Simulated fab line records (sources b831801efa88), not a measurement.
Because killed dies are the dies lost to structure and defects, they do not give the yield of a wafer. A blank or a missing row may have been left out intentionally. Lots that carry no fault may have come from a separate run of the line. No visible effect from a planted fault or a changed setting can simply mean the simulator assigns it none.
fab line records | flow sky130
record: lots: 6 wafers: 18 last_day: 51
route steps=708 shown VT_ADJUST_HVTR@139 VT_ADJUST_PCH@143 SONOS_TUNNEL@154 PAD_OPEN@708
lots that met no fault: taken from a fault-free run of the same line
start_h: start of the lot's first displayed wafer, in hours after the record's first day | wait_h: time in hours since the lot's previous step | " same as the row above | L1.1+2: a row that stands for several wafers | - value missing, or start not given | * or withheld: withheld | < > ~ a bound
route shown NAME@n: a module of which the file shows steps, and the number in the route of the first | usual: mean/standard deviation of fault-free wafers | same: alike in all rows | chamber/n: place in a boat | sites: per-site readings | _std_site: the standard deviation of these | _edge_site: the outer-site mean with the inner-site mean subtracted | radius_mm: how far each site lies from the wafer's centre | mask NAME#n: copy n | behind: tool/chamber where the wafer was last shaped | hold: reason for holding the lot/hours on hold/outcome of the hold | device: transistor that didn't switch, given as n, p or np | end of line: tests of these same wafers at the route's end | step lacking rows: just its recipe | killed: at the first sort, the dies lost to defects and structure; wafer yield is something else | map: a wafer's dies, x killed, . not, _ none there
set.NAME: the run value of the setting; set.NAME@STEP: its run value at that earlier step | model.NAME: the simulator's own value behind a step, which no gauge read
certain route steps with their lots: each step a table, each wafer a row
services: a tool's chamber out of use, with start hour (start_h, from the record's first day; less than 0 if before it), hours out, and reason
== steps ==
step: SKY_VT_ADJUST_HVTR_OVL_MEAS_08
usual: VT_ADJUST_HVTR_OVL: 0.0/1.6
columns lot.wafer tool chamber start_h wait_h VT_ADJUST_HVTR_OVL[nm]
L274.1 overlay-01 - 217.71 0.1 -0.5
L274.3 " - " " -0.3
L274.6 " - " " -0.8
L290.1 overlay-01 - 332.21 0.1 -0.1
L290.2 " - " " -0.4
L290.3 " - " " -0.5
L292.1 overlay-02 - 342.16 0.1 -3.0
L292.2 " - " " -2.1
L292.3 " - " " -2.4
L293.2 overlay-01 - 358.04 0.1 -1.6
L293.5 " - " " -2.0
L293.6 " - " " -0.2
L294.1 overlay-02 - 358.99 0.1 -0.5
L294.2 " - " " 1.0
L294.4 " - " " -0.8
L296.1 overlay-01 - 376.69 0.1 0.9
L296.3 " - " " -1.2
L296.6 " - " " -1.3
step: SKY_VT_ADJUST_HVTR_IMPLANT_09
recipe: species: B energy_kev: 10 dose_cm2: 2.1e+12 tilt_deg: withheld
step: SKY_VT_ADJUST_HVTR_STRIP_10
recipe: chemistry: O2/N2 power_w: 1400 pressure_mtorr: 1500 platen_temp_c: withheld o2_flow_sccm: 3000 n2_flow_sccm: 300 overash_fraction: 0.5
usual: drypump_motor_current_A: 5.81/0.16 oes_product_au: 0.716/0.0044 strip_time_to_endpoint_s: 14.17/0.036
columns lot.wafer tool chamber start_h wait_h drypump_motor_current_A oes_product_au rf_hours_counter_h strip_time_to_endpoint_s
L274.1 plasma_asher-04 0 217.90 0.1 6.02 0.723 10 14.16
L274.3 " 1 " " 5.77 0.716 - 14.17
L274.6 " 1 " " 5.74 0.715 - 14.17
L290.1 plasma_asher-01 1 332.40 0.1 5.72 0.717 65 14.14
L290.2 " 0 " " 5.57 0.711 65 14.21
L290.3 " 1 " " 5.73 0.709 - 14.16
L292.1 plasma_asher-04 1 342.35 0.1 5.76 0.712 23 14.23
L292.2 " 0 " " 6.03 0.712 23 14.23
L292.3 " 1 " " 5.75 0.713 - 14.20
L293.2 plasma_asher-02 1 358.22 0.1 5.76 0.716 54 14.17
L293.5 " 1 " " 5.72 0.717 - 14.20
L293.6 " 0 " " 5.94 0.720 - 14.21
L294.1 plasma_asher-02 1 359.17 0.1 5.78 0.714 54 14.20
L294.2 " 0 " " 5.95 0.715 54 14.20
L294.4 " 0 " " 5.97 0.718 - 14.14
L296.1 plasma_asher-01 1 376.87 0.1 5.73 0.723 69 14.17
L296.3 " 0 " " 5.58 0.722 - 14.12
L296.6 " 0 " " 5.57 0.715 - 14.16
step: SKY_VT_ADJUST_HVTR_TW_MEAS_11
usual: VT_ADJUST_HVTR_TW: 212/3
columns lot.wafer tool chamber start_h wait_h VT_ADJUST_HVTR_TW
L274.1 film_metro-01 - 218.00 0.1 210
L274.3 " - " " 211
L274.6 " - " " 210
L290.1 film_metro-02 - 332.50 0.1 215
L290.2 " - " " 215
L290.3 " - " " 215
L292.1 film_metro-01 - 342.45 0.1 209
L292.2 " - " " 209
L292.3 " - " " 209
L293.2 film_metro-01 - 358.33 0.1 209
L293.5 " - " " 208
L293.6 " - " " 209
L294.1 film_metro-03 - 359.27 0.1 211
L294.2 " - " " 210
L294.4 " - " " 210
L296.1 film_metro-02 - 376.97 0.1 216
L296.3 " - " " 215
L296.6 " - " " 215
step: SKY_VT_ADJUST_PCH_DEHYDRATE_00
recipe: temp_c: 200 time_s: 60
step: SKY_VT_ADJUST_PCH_HMDS_01
recipe: prime_time_s: 60 prime_temp_c: 120
step: SKY_VT_ADJUST_PCH_COAT_02
recipe: spin_rpm: 2000 resist_thk_nm: 3000
step: SKY_VT_ADJUST_PCH_SOFTBAKE_03
recipe: temp_c: 110 time_s: withheld
step: SKY_VT_ADJUST_PCH_EXPOSE_04
recipe: mask_id: NWM na: 0.6 source_shape: conventional sigma_outer: 0.6 polarization: unpolarized target_cd_nm: 840 dose_mj: 255
step: SKY_VT_ADJUST_PCH_PEB_05
recipe: temp_c: 115 time_s: withheld
step: SKY_VT_ADJUST_PCH_DEVELOP_06
recipe: wall_angle_deg: 90 developer: TMAH develop_time_s: 60 dev_temp_c: 23
step: SKY_VT_ADJUST_PCH_OVL_MEAS_07
usual: VT_ADJUST_PCH_OVL: 0.8/1.5
columns lot.wafer tool chamber start_h wait_h VT_ADJUST_PCH_OVL[nm]
L274.1 overlay-02 - 241.46 - 2.9
L274.3 " - " " 0.7
L274.6 " - " " 1.9
L290.1 overlay-01 - 360.52 - 2.4
L290.2 " - " " 2.2
L290.3 " - " " 3.3
L292.1 overlay-01 - 367.42 - -2.0
L292.2 " - " " -1.1
L292.3 " - " " -1.8
L293.2 overlay-01 - 385.97 - 0.7
L293.5 " - " " 1.9
L293.6 " - " " 1.3
L294.1 overlay-02 - 387.11 - 0.6
L294.2 " - " " 0.8
L294.4 " - " " -0.9
L296.1 overlay-02 - 405.94 - 0.0
L296.3 " - " " -1.1
L296.6 " - " " -0.3
step: SKY_VT_ADJUST_PCH_IMPLANT_08
recipe: species: B energy_kev: 10 dose_cm2: 5e+11 tilt_deg: withheld
usual: dose_ions_cm2: 5.001e+11/5.6e+08 faraday_current_uA: 2.82/0.055
columns lot.wafer tool chamber start_h wait_h dose_ions_cm2 faraday_current_uA
L274.1 implanter-01 0 241.49 0.0 4.999e+11 2.78
L274.3 " 0 " " 4.998e+11 2.77
L274.6 " 0 " " 4.992e+11 2.79
L290.1 implanter-02 0 360.55 0.0 4.996e+11 2.91
L290.2 " 0 " " 4.995e+11 2.77
L290.3 " 0 " " 5.001e+11 2.80
L292.1 implanter-01 0 367.45 0.0 3.268e+11 1.85
L292.2 " 0 " " 3.275e+11 1.86
L292.3 " 0 " " 3.269e+11 1.90
L293.2 implanter-01 0 386.03 0.0 3.263e+11 1.88
L293.5 " 0 " " 3.267e+11 1.88
L293.6 " 0 " " 3.264e+11 1.85
L294.1 implanter-03 0 387.14 0.0 5.004e+11 2.77
L294.2 " 0 " " 5.002e+11 2.82
L294.4 " 0 " " 4.997e+11 2.85
L296.1 implanter-03 0 405.98 0.0 4.998e+11 2.76
L296.3 " 0 " " 4.993e+11 2.85
L296.6 " 0 " " 4.999e+11 2.88
step: SKY_VT_ADJUST_PCH_STRIP_09
recipe: chemistry: O2/N2 power_w: 1400 pressure_mtorr: 1500 platen_temp_c: withheld o2_flow_sccm: 3000 n2_flow_sccm: 300 overash_fraction: 0.5
usual: drypump_motor_current_A: 5.68/0.23 oes_product_au: 0.722/0.0042 strip_time_to_endpoint_s: 36.93/0.096
columns lot.wafer tool chamber start_h wait_h drypump_motor_current_A oes_product_au rf_hours_counter_h strip_time_to_endpoint_s
L274.1 plasma_asher-02 0 241.64 0.1 5.95 0.728 42 36.88
L274.3 " 1 " " 5.68 0.730 - 36.92
L274.6 " 1 " " 5.70 0.721 - 36.76
L290.1 plasma_asher-03 0 360.70 0.1 5.82 0.723 61 36.97
L290.2 " 1 " " 5.19 0.728 61 36.98
L290.3 " 1 " " 5.18 0.723 - 37.01
L292.1 plasma_asher-01 0 367.60 0.1 5.57 0.716 69 36.89
L292.2 " 1 " " 5.71 0.718 69 36.94
L292.3 " 1 " " 5.72 0.716 - 36.90
L293.2 plasma_asher-02 0 386.15 0.1 5.94 0.726 57 36.85
L293.5 " 0 " " 5.95 0.722 - 36.91
L293.6 " 1 " " 5.73 0.721 - 36.91
L294.1 plasma_asher-02 1 387.29 0.1 5.77 0.724 57 37.02
L294.2 " 0 " " 5.96 0.723 57 37.03
L294.4 " 0 " " 5.97 0.721 - 37.00
L296.1 plasma_asher-01 0 406.13 0.1 5.58 0.726 73 36.95
L296.3 " 0 " " 5.57 0.728 - 36.93
L296.6 " 1 " " 5.74 0.719 - 36.96
step: SKY_VT_ADJUST_PCH_TW_MEAS_10
usual: VT_ADJUST_PCH_TW: 143.7/1.8
columns lot.wafer tool chamber start_h wait_h VT_ADJUST_PCH_TW
L274.1 film_metro-02 - 241.74 0.1 146.1
L274.3 " - " " 146.5
L274.6 " - " " 146.0
L290.1 film_metro-02 - 360.80 0.1 145.5
L290.2 " - " " 145.8
L290.3 " - " " 145.5
L292.1 film_metro-02 - 367.70 0.1 131.1
L292.2 " - " " 130.4
L292.3 " - " " 130.8
L293.2 film_metro-02 - 386.26 0.1 129.5
L293.5 " - " " 129.7
L293.6 " - " " 130.4
L294.1 film_metro-04 - 387.39 0.1 142.4
L294.2 " - " " 143.5
L294.4 " - " " 142.5
L296.1 film_metro-02 - 406.23 0.1 144.7
L296.3 " - " " 144.5
L296.6 " - " " 144.4
step: SKY_SONOS_TUNNEL_DEHYDRATE_00
recipe: temp_c: 200 time_s: 60
step: SKY_PAD_OPEN_PROBE_99
usual: killed_at_M0_to_M3: 43/6.8 killed_at_M4_up: 3.3/1.9 killed_at_contacts: 24/5.3 killed_at_front_end: 14/4.3 killed_at_other: 0.3/0.62 killed_dies: 85/9.8 killed_open: 46/8 killed_short: 39/5.9
same: gross_dies: 492 killed_at_back_side: 0
columns lot.wafer tool chamber start_h wait_h killed_at_M0_to_M3 killed_at_M4_up killed_at_contacts killed_at_front_end killed_at_other killed_dies killed_open killed_short model.etest.pfet_01v8_lvt.drive_ua_um model.etest.pfet_g5v0d10v5.off_log10_a_um model.etest.pfet_01v8_lvt.off_log10_a_um model.etest.pfet_g5v0d10v5.vt_sat_v model.etest.pfet_16v.vt_v model.etest.pfet_g5v0d10v5.vt_v model.etest.pfet_g5v0d10v5.vt_long_v model.etest.pfet_01v8_lvt.vt_sat_v
L274.1 prober-01 - 1110.00 0.1 45 1 21 12 0 79 31 48 178.1 -12.07 -8.414 -0.5923 -1.068 -0.8001 -0.9073 -0.4142
L274.3 prober-01 - 1110.10 0.2 44 0 24 17 0 85 52 33 181.6 -11.98 -8.35 -0.5817 -1.061 -0.7951 -0.9057 -0.414
L274.6 prober-01 - 1110.25 0.2 46 4 24 20 0 94 55 39 180.9 -12.13 -8.38 -0.593 -1.066 -0.8053 -0.9058 -0.41
L290.1 prober-01 - 1192.93 0.1 32 1 18 9 0 60 42 18 174.7 -12.57 -8.902 -0.6328 -1.09 -0.8258 -0.9282 -0.4402
L290.2 prober-01 - 1192.98 0.1 49 4 26 17 1 97 54 43 175.8 -12.83 -8.671 -0.6693 -1.092 -0.856 -0.9244 -0.4329
L290.3 prober-01 - 1193.03 0.2 43 5 18 13 0 79 42 37 176.6 -12.16 -8.684 -0.594 -1.08 -0.7901 -0.9142 -0.4352
L292.1 prober-01 - 1198.97 0.1 52 1 24 12 0 89 46 43 167.8 -13.06 -9.35 -0.6887 -1.166 -0.8741 -0.988 -0.4813
L292.2 prober-01 - 1199.02 0.1 45 4 18 16 1 84 35 49 169.2 -13.11 -9.318 -0.6877 -1.16 -0.8779 -0.9858 -0.4736
L292.3 prober-01 - 1199.07 0.2 40 2 26 15 0 83 48 35 168.4 -13.37 -9.359 -0.7071 -1.162 -0.8915 -0.9837 -0.4777
L293.2 prober-02 - 1210.11 0.1 41 3 26 12 0 82 45 37 172.5 -12.78 -9.183 -0.6598 -1.126 -0.8566 -0.952 -0.4648
L293.5 prober-02 - 1210.26 0.2 42 2 23 8 0 75 41 34 173.9 -12.61 -9.105 -0.6601 -1.132 -0.8656 -0.9627 -0.4581
L293.6 prober-02 - 1210.31 0.2 42 3 23 19 0 87 48 39 168.6 -13.05 -9.157 -0.6879 -1.136 -0.8774 -0.9624 -0.4683
L294.1 prober-01 - 1210.83 0.1 47 3 15 10 0 75 31 44 173.2 -12.43 -8.994 -0.6175 -1.098 -0.8106 -0.9278 -0.4368
L294.2 prober-01 - 1210.88 0.1 63 4 18 11 0 96 53 43 172.8 -12.75 -9.031 -0.6584 -1.097 -0.8539 -0.9302 -0.4352
L294.4 prober-01 - 1210.98 0.2 50 6 21 12 0 89 48 41 174 -12.59 -8.922 -0.6359 -1.103 -0.8262 -0.9338 -0.4359
L296.1 prober-01 - 1220.17 0.1 34 4 20 19 0 77 38 39 174.8 -13.09 -9.085 -0.6837 -1.125 -0.8671 -0.9491 -0.456
L296.3 prober-01 - 1220.27 0.2 38 3 17 9 0 67 36 31 172.6 -13.09 -9.212 -0.6696 -1.119 -0.8547 -0.9483 -0.4659
L296.6 prober-01 - 1220.42 0.2 40 4 16 11 0 71 36 35 173.7 -12.8 -8.994 -0.6672 -1.127 -0.8553 -0.955 -0.4591
killed by level:class
L274.1 VIA1:geometric_particle:open=10 CONTACT:geometric_particle:open=8 VIA2:geometric_particle:open=7 VIA3:geometric_particle:short=6 LOCAL_INTERCONNECT:geometric_particle:short=6 VIA1:geometric_particle:short=6 METAL2:geometric_particle:short=6 POLY_GATE:geometric_particle:short=5
L274.3 VIA1:geometric_particle:open=11 VIA2:geometric_particle:open=10 CONTACT:geometric_particle:open=9 CONTACT:geometric_particle:short=8 VIA3:geometric_particle:open=6 METAL3:geometric_particle:short=5 FIELD_ISO:geometric_particle:open=4 POLY_GATE:geometric_particle:open=4
L274.6 POLY_GATE:geometric_particle:open=8 CONTACT:geometric_particle:open=8 VIA3:geometric_particle:open=8 VIA1:geometric_particle:open=7 FIELD_ISO:geometric_particle:open=5 METAL1:geometric_particle:short=5 VIA3:geometric_particle:short=5 VIA2:geometric_particle:open=5
L290.1 VIA1:geometric_particle:open=10 CONTACT:geometric_particle:open=9 LI_CONTACT:geometric_particle:open=6 VIA2:geometric_particle:open=4 VIA3:geometric_particle:open=4 POLY_GATE:geometric_particle:open=3 SPACER:geometric_particle:open=3 METAL3:geometric_particle:short=3
L290.2 CONTACT:geometric_particle:open=10 VIA1:geometric_particle:open=10 VIA1:geometric_particle:short=8 VIA3:geometric_particle:open=8 FIELD_ISO:geometric_particle:open=6 LOCAL_INTERCONNECT:geometric_particle:short=6 CONTACT:geometric_particle:short=6 POLY_GATE:geometric_particle:open=5
L290.3 VIA1:geometric_particle:open=12 LI_CONTACT:geometric_particle:open=8 FIELD_ISO:geometric_particle:short=6 METAL2:geometric_particle:short=6 CONTACT:geometric_particle:open=5 METAL1:geometric_particle:short=5 VIA3:geometric_particle:open=5 VIA2:geometric_particle:open=5
L292.1 METAL2:geometric_particle:short=11 VIA1:geometric_particle:open=11 CONTACT:geometric_particle:open=8 LOCAL_INTERCONNECT:geometric_particle:short=8 VIA2:geometric_particle:open=8 METAL1:geometric_particle:short=6 VIA2:geometric_particle:short=5 LI_CONTACT:geometric_particle:open=4
L292.2 METAL1:geometric_particle:short=10 VIA1:geometric_particle:short=8 VIA1:geometric_particle:open=8 CONTACT:geometric_particle:open=6 METAL2:geometric_particle:short=6 FIELD_ISO:geometric_particle:short=5 POLY_CUT:geometric_particle:open=4 LI_CONTACT:geometric_particle:short=3
L292.3 VIA2:geometric_particle:open=11 CONTACT:geometric_particle:open=8 LI_CONTACT:geometric_particle:open=7 POLY_GATE:geometric_particle:open=6 VIA3:geometric_particle:open=6 METAL2:geometric_particle:short=5 CONTACT:geometric_particle:short=5 VIA1:geometric_particle:open=5
L293.2 VIA1:geometric_particle:open=10 CONTACT:geometric_particle:open=9 LI_CONTACT:geometric_particle:open=8 VIA2:geometric_particle:open=7 LI_CONTACT:geometric_particle:short=5 POLY_GATE:geometric_particle:open=5 METAL1:geometric_particle:short=5 VIA1:geometric_particle:short=5
L293.5 VIA1:geometric_particle:open=9 LI_CONTACT:geometric_particle:open=7 CONTACT:geometric_particle:open=7 VIA2:geometric_particle:open=6 VIA2:geometric_particle:short=5 LOCAL_INTERCONNECT:geometric_particle:short=5 VIA3:geometric_particle:open=4 LI_CONTACT:geometric_particle:short=4
L293.6 CONTACT:geometric_particle:open=9 VIA3:geometric_particle:open=8 VIA1:geometric_particle:open=7 FIELD_ISO:geometric_particle:short=6 VIA2:geometric_particle:open=6 SPACER:geometric_particle:open=5 LI_CONTACT:geometric_particle:open=5 METAL2:geometric_particle:short=5
L294.1 METAL2:geometric_particle:short=8 CONTACT:geometric_particle:open=7 VIA2:geometric_particle:open=6 VIA3:geometric_particle:open=5 VIA1:geometric_particle:short=5 VIA1:geometric_particle:open=5 VIA2:geometric_particle:short=5 LOCAL_INTERCONNECT:geometric_particle:short=4
L294.2 VIA1:geometric_particle:open=16 VIA3:geometric_particle:open=10 VIA1:geometric_particle:short=7 VIA2:geometric_particle:open=7 VIA3:geometric_particle:short=6 CONTACT:geometric_particle:open=6 METAL2:geometric_particle:short=6 CONTACT:geometric_particle:short=4
L294.4 CONTACT:geometric_particle:open=13 VIA1:geometric_particle:open=11 VIA3:geometric_particle:open=10 METAL2:geometric_particle:short=7 VIA2:geometric_particle:open=5 METAL4:geometric_particle:short=5 FIELD_ISO:geometric_particle:short=4 CONTACT:geometric_particle:short=4
L296.1 CONTACT:geometric_particle:open=9 VIA1:geometric_particle:open=8 POLY_GATE:geometric_particle:short=7 METAL1:geometric_particle:short=7 LI_CONTACT:geometric_particle:open=4 POLY_GATE:geometric_particle:open=4 SPACER:geometric_particle:short=4 VIA3:geometric_particle:open=3
L296.3 VIA1:geometric_particle:open=9 METAL1:geometric_particle:short=6 LOCAL_INTERCONNECT:geometric_particle:short=5 CONTACT:geometric_particle:open=5 POLY_GATE:geometric_particle:open=4 LI_CONTACT:geometric_particle:open=4 VIA2:geometric_particle:open=4 METAL2:geometric_particle:short=4
L296.6 VIA1:geometric_particle:open=9 CONTACT:geometric_particle:open=7 METAL1:geometric_particle:short=7 FIELD_ISO:geometric_particle:short=6 VIA3:geometric_particle:open=6 VIA2:geometric_particle:open=5 CONTACT:geometric_particle:short=4 METAL2:geometric_particle:short=4
== services ==
columns tool chamber start_h hours kind
implanter-01 - 202.02 1.9 repair
implanter-01 - 202.43 1.0 repair
implanter-03 - 206.58 1.4 repair
plasma_asher-01 - 234.57 3.1 repair
plasma_asher-03 - 235.27 34.7 repair
implanter-01 - 259.31 0.5 repair
implanter-01 - 294.93 3.2 repair
implanter-02 - 305.00 3.7 pm
implanter-01 - 312.16 1.6 repair
implanter-02 - 362.09 16.7 pm
plasma_asher-03 - 376.78 28.1 pm
implanter-02 - 384.30 4.2 repair
implanter-02 - 391.61 23.1 pm
plasma_asher-02 - 402.95 2.7 repair
== key ==
first_sign: step: SKY_VT_ADJUST_PCH_IMPLANT_08 reading: dose_ions_cm2 direction: down sigmas: 99+ usual: * struck: *
effect: step: SKY_VT_ADJUST_PCH_IMPLANT_08 reading: faraday_current_uA direction: down sigmas: 17 usual: 2.82 struck: 1.87
effect: step: SKY_VT_ADJUST_PCH_TW_MEAS_10 reading: VT_ADJUST_PCH_TW direction: down sigmas: 7.3 usual: 143.7 struck: 130.3
model_effect: step: SKY_PAD_OPEN_PROBE_99 value: etest.pfet_01v8_lvt.drive_ua_um without: 175.9 struck: 170.1
met_at SKY_VT_ADJUST_PCH_IMPLANT_08
struck_wafers L292.1,L292.2,L292.3,L293.2,L293.5,L293.6
tester_left_out L292,L293
onset_between 241.49 367.45
fault: kind: process_parameter_drift tool: implanter-01 chamber: - onset_h: 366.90 steps: SKY_VT_ADJUST_PCH_IMPLANT_08 channel: dose_cm2 offset: * shape: step end_h: 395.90 acts_in: * stated: *
tester_left_out: of these lots the tester's yield and bins aren't shown, on N5 and GAA mostly nor the transistor test; their killed dies are dies lost to structure and defects alone, not to doping, threshold or leakage, so they don't give the yield
